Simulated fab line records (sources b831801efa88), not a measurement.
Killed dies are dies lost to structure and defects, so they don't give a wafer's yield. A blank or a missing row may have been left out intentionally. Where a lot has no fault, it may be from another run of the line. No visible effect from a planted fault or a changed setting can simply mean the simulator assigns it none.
Which tool is to blame? -- flow gf180mcu -- 12 lots, 36 wafers sampled, at 3 steps of a route of 602

== WHAT EACH GAUGE READ, for each wafer ==
GF_TOP_METAL_OVL_MEAS_15.
lot,measured,on,TOP_METAL_OVL (nm)
L849,day 28 20:32,overlay-01,-0.1 -1.0 0.6
L850,day 28 23:59,overlay-02,2.3 1.8 1.4
L854,day 30 18:05,overlay-01,2.3 1.8 0.9
L855,day 30 19:29,overlay-01,-0.5 3.2 0.2
L856,day 30 23:29,overlay-01,1.8 1.8 2.0
L857,day 31 08:14,overlay-01,1.9 2.4 1.6
L859,day 31 19:26,overlay-02,1.5 0.5 0.2
L858,day 31 19:56,overlay-02,0.5 1.6 0.3
L862,day 32 17:44,overlay-02,2.3 -1.2 1.3
L866,day 33 11:17,overlay-01,-2.2 -1.2 0.4
L867,day 33 17:35,overlay-01,0.7 -1.8 -0.1
L868,day 33 20:55,overlay-02,-2.2 -2.1 -2.5

== WHICH TOOL RAN EACH LOT (tool, then ch and the chambers of the sampled wafers, then the start) ==
lot,GF_M5_ETCH_09,GF_TOP_METAL_SPUTTER_00
L849,"rie diel-02 ch 0,1,3, day 27 02:19","pvd sputter-01, day 28 00:49"
L850,"rie diel-03 ch 0,1,3, day 27 05:49","pvd sputter-01, day 28 04:35"
L854,"rie diel-02 ch 0,2,3, day 29 02:10","pvd sputter-03, day 30 00:11"
L855,"rie diel-02 ch 0,3, day 29 03:28","pvd sputter-03, day 30 00:56"
L856,"rie diel-03 ch 1,2,3, day 29 07:37","pvd sputter-01, day 30 05:10"
L857,"rie diel-02 ch 0,2,3, day 29 18:28","pvd sputter-04, day 30 15:23"
L859,"rie diel-03 ch 1,2,3, day 30 04:10","pvd sputter-04, day 31 01:08"
L858,"rie diel-02 ch 1,3, day 30 04:28","pvd sputter-01, day 31 01:29"
L862,"rie diel-04 ch 1,2,3, day 31 04:40","pvd sputter-01, day 32 00:50"
L866,"rie diel-02 ch 1,2,3, day 31 20:07","pvd sputter-04, day 32 19:38"
L867,"rie diel-04 ch 1,2, day 32 06:04","pvd sputter-01, day 33 01:20"
L868,"rie diel-02 ch 2,3, day 32 09:55","pvd sputter-01, day 33 04:53"
- GF_M5_ETCH_09: etches Si3N4 in CF4/O2, target depth 52 nm, time 11.18 s.
- GF_TOP_METAL_SPUTTER_00: material Ti, target thk 37.5 nm, time 150 s.

== WHAT THE TOOLS THEMSELVES READ (means of the sampled wafers that have a number; where no wafer has one, the mark that the record gives instead) ==
GF_M5_ETCH_09.
lot,tool,bias w (W),drypump motor current A (A),oes product au (a.u.),throttle valve pct (%)
L849,rie diel-02,150.1,6.0,1.012,5.965
L850,rie diel-03,149.8,5.6,1.000,5.968
L854,rie diel-02,150.5,6.3,1.002,5.972
L855,rie diel-02,150.2,6.1,1.008,5.971
L856,rie diel-03,149.8,5.7,1.003,5.969
L857,rie diel-02,149.9,6.3,1.016,5.971
L859,rie diel-03,149.8,5.7,1.003,5.977
L858,rie diel-02,150.4,5.9,1.009,5.972
L862,rie diel-04,149.9,5.6,1.001,5.971
L866,rie diel-02,150.6,6.2,1.006,5.966
L867,rie diel-04,149.8,5.8,0.998,5.971
L868,rie diel-02,149.8,6.3,1.003,5.967

GF_TOP_METAL_SPUTTER_00.
lot,tool,throttle valve pct (%)
L849,pvd sputter-01,30.0
L850,pvd sputter-01,30.7
L854,pvd sputter-03,29.2
L855,pvd sputter-03,29.7
L856,pvd sputter-01,30.6
L857,pvd sputter-04,29.4
L859,pvd sputter-04,29.5
L858,pvd sputter-01,29.9
L862,pvd sputter-01,30.5
L866,pvd sputter-04,29.5
L867,pvd sputter-01,29.5
L868,pvd sputter-01,30.0

== THE ANSWER, worked out from the rows above alone ==
Rule: usual is defined by the lots themselves. Put in order of their means at a reading, lots are off if they are a third of the lots or fewer, leave a main group of 4 or more, and stand apart from it by a gap of 3 or more times the standard deviation of the main group's means; of several such gaps the widest counts. A main group whose means are all the same, to the digits that the tables above print for the reading, isn't used. Also off: a lot with no number at a reading for which 4 or more lots have one. Where the step has rows for the other lots, those lots are counted as sound. First the gauges in route order, then the tools' own readings, where a lot's mean is used as printed above. At the first step where some lot is off, the reading lying furthest off is the one used; lots without a number count as furthest.
Nothing can be told from this: no lot is off at any reading shown.

== WHAT THE SIMULATOR HAD PUT IN ==
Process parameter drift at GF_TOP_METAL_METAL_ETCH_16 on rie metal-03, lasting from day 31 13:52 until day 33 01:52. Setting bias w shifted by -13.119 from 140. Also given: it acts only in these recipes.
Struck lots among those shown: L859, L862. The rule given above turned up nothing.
